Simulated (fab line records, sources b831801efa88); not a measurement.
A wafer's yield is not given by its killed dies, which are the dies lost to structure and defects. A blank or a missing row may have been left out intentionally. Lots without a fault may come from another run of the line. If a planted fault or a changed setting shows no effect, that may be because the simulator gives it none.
What tool caused it? ; flow sky130 ; 11 lots, 33 wafers sampled, at 4 steps of a route of 708

== WHAT EACH GAUGE READ, for each wafer ==
SKY_METAL3_CD_MEAS_13: the cd target is 300 nm.
lot;measured;on;cd_nm (nm)
L755;day 39 01:37;cd_sem-01;302.6 303.1 302.0
L757;day 40 10:33;cd_sem-01;297.8 297.0 298.0
L758;day 40 14:48;cd_sem-01;301.1 302.0 302.7
L759;day 40 15:10;cd_sem-01;299.3 298.5 297.8
L760;day 40 19:24;cd_sem-02;298.9 300.4 299.6
L762;day 41 11:40;cd_sem-02;302.2 301.9 302.2
L767;day 42 18:55;cd_sem-01;303.8 303.2 305.3
L768;day 42 22:10;cd_sem-02;304.3 303.7 303.6
L769;day 43 08:07;cd_sem-01;305.4 305.4 305.6
L775;day 45 00:27;cd_sem-01;299.3 299.0 298.3
L774;day 45 01:02;cd_sem-02;299.9 300.6 301.7

== WHICH TOOL RAN EACH LOT (tool, then ch and the chambers of the sampled wafers, then the start) ==
lot;SKY_METAL2_SPUTTER_03;SKY_VIA2_CVD_21;SKY_METAL3_EXPOSE_10
L755;pvd_sputter-03, day 34 16:07;cvd_w-01 ch 0,1, day 36 20:17;krf_scanner-02 ch 0, day 38 13:36
L757;pvd_sputter-01, day 36 01:19;cvd_w-02 ch 0,1, day 38 06:46;krf_scanner-01 ch 0, day 39 21:57
L758;pvd_sputter-02, day 36 06:04;cvd_w-01 ch 0,1, day 38 11:20;krf_scanner-01 ch 0, day 40 01:58
L759;pvd_sputter-02, day 36 06:47;cvd_w-01 ch 0,1, day 38 11:55;krf_scanner-01 ch 0, day 40 02:47
L760;pvd_sputter-02, day 36 11:19;cvd_w-02 ch 0,1, day 38 16:57;krf_scanner-01 ch 0, day 40 07:37
L762;pvd_sputter-02, day 37 04:26;cvd_w-02 ch 0,1, day 39 10:03;krf_scanner-01 ch 0, day 40 23:55
L767;pvd_sputter-02, day 38 12:44;cvd_w-01 ch 0,1, day 40 18:22;krf_scanner-01 ch 0, day 42 07:41
L768;pvd_sputter-03, day 38 18:05;cvd_w-01 ch 0,1, day 40 22:31;krf_scanner-01 ch 0, day 42 11:19
L769;pvd_sputter-03, day 39 03:58;cvd_w-01 ch 0, day 41 08:19;krf_scanner-01 ch 0, day 42 21:16
L775;pvd_sputter-01, day 41 00:35;cvd_w-01 ch 0,1, day 43 02:16;krf_scanner-02 ch 0, day 44 14:04
L774;pvd_sputter-03, day 41 01:34;cvd_w-02 ch 0,1, day 43 03:01;krf_scanner-02 ch 0, day 44 14:46
- SKY_METAL2_SPUTTER_03: material Ti, target thk 5 nm, time 3.3 s.
- SKY_VIA2_CVD_21: deposits W, target thk 420 nm, time 126.4 s.
- SKY_METAL3_EXPOSE_10: exposes mask MM3, target cd 300 nm.

== WHAT THE TOOLS THEMSELVES READ (means of the sampled wafers that have a number; where no wafer has one, the mark that the record gives instead) ==
SKY_METAL2_SPUTTER_03.
lot;tool;throttle_valve_pct (%)
L755;pvd_sputter-03;29.5
L757;pvd_sputter-01;29.3
L758;pvd_sputter-02;30.0
L759;pvd_sputter-02;29.1
L760;pvd_sputter-02;29.7
L762;pvd_sputter-02;30.5
L767;pvd_sputter-02;29.0
L768;pvd_sputter-03;29.6
L769;pvd_sputter-03;29.3
L775;pvd_sputter-01;29.0
L774;pvd_sputter-03;29.6

SKY_VIA2_CVD_21.
lot;tool;heater_power_w (W)
L755;cvd_w-01;862
L757;cvd_w-02;884
L758;cvd_w-01;852
L759;cvd_w-01;811
L760;cvd_w-02;934
L762;cvd_w-02;896
L767;cvd_w-01;789
L768;cvd_w-01;784
L769;cvd_w-01;871
L775;cvd_w-01;845
L774;cvd_w-02;933

SKY_METAL3_EXPOSE_10.
lot;tool;exposure_dose_mJ_cm2;focus_offset_nm (nm);stage_vel_mm_s (mm/s)
L755;krf_scanner-02;27.98;-0.1;500.03
L757;krf_scanner-01;27.96;0.2;499.88
L758;krf_scanner-01;28.00;0.1;499.81
L759;krf_scanner-01;27.99;0.7;499.80
L760;krf_scanner-01;28.02;0.3;499.91
L762;krf_scanner-01;27.99;-0.8;500.11
L767;krf_scanner-01;27.09;0.6;499.81
L768;krf_scanner-01;27.09;-0.0;499.79
L769;krf_scanner-01;27.29;0.4;500.05
L775;krf_scanner-02;27.98;-1.0;500.28
L774;krf_scanner-02;27.92;-0.2;499.99

== THE ANSWER, worked out from the rows above alone ==
Rule: usual is defined by the lots themselves. Put in order of their means at a reading, lots are off if they are a third of the lots or fewer, leave a main group of 4 or more, and stand apart from it by a gap of 3 or more times the standard deviation of the main group's means; of several such gaps the widest counts. A main group whose means are all the same, to the digits that the tables above print for the reading, isn't used. Also off: a lot with no number at a reading for which 4 or more lots have one. Where the step has rows for the other lots, those lots are counted as sound. Order of review: gauges by route order, followed by the tools' own readings, for which a lot's mean as printed above is used. The first step at which some lot is off is used, and at that step the reading that is off furthest; a lot without a number counts as furthest.
Off, at SKY_METAL3_EXPOSE_10 on exposure_dose_mJ_cm2: L767, L768, L769. Main group: mean 27.98, sd 0.028.
If a tool, at that step or one of the process steps before it, ran each lot that is off and ran no sound lot following the first of them, it fits. One fits: SKY_METAL3_EXPOSE_10 on krf_scanner-01. Its last sound lot is L762 (day 40 23:55), its first lot that is off L767 (day 42 07:41): a fault that began between those two fits.
The tool's own readings at SKY_METAL3_EXPOSE_10 bear it out: on the lots that are off they differ by more than 5 times the standard deviation of the sound lots' means. exposure_dose_mJ_cm2 reads 27.16 there against 27.98 on the sound lots.

== WHAT THE SIMULATOR HAD INSERTED ==
Process parameter drift: krf_scanner-01, from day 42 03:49 on, at SKY_METAL3_EXPOSE_10. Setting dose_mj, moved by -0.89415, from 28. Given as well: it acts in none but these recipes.
Struck lots among those shown: L767, L768, L769. The rule above found the same.
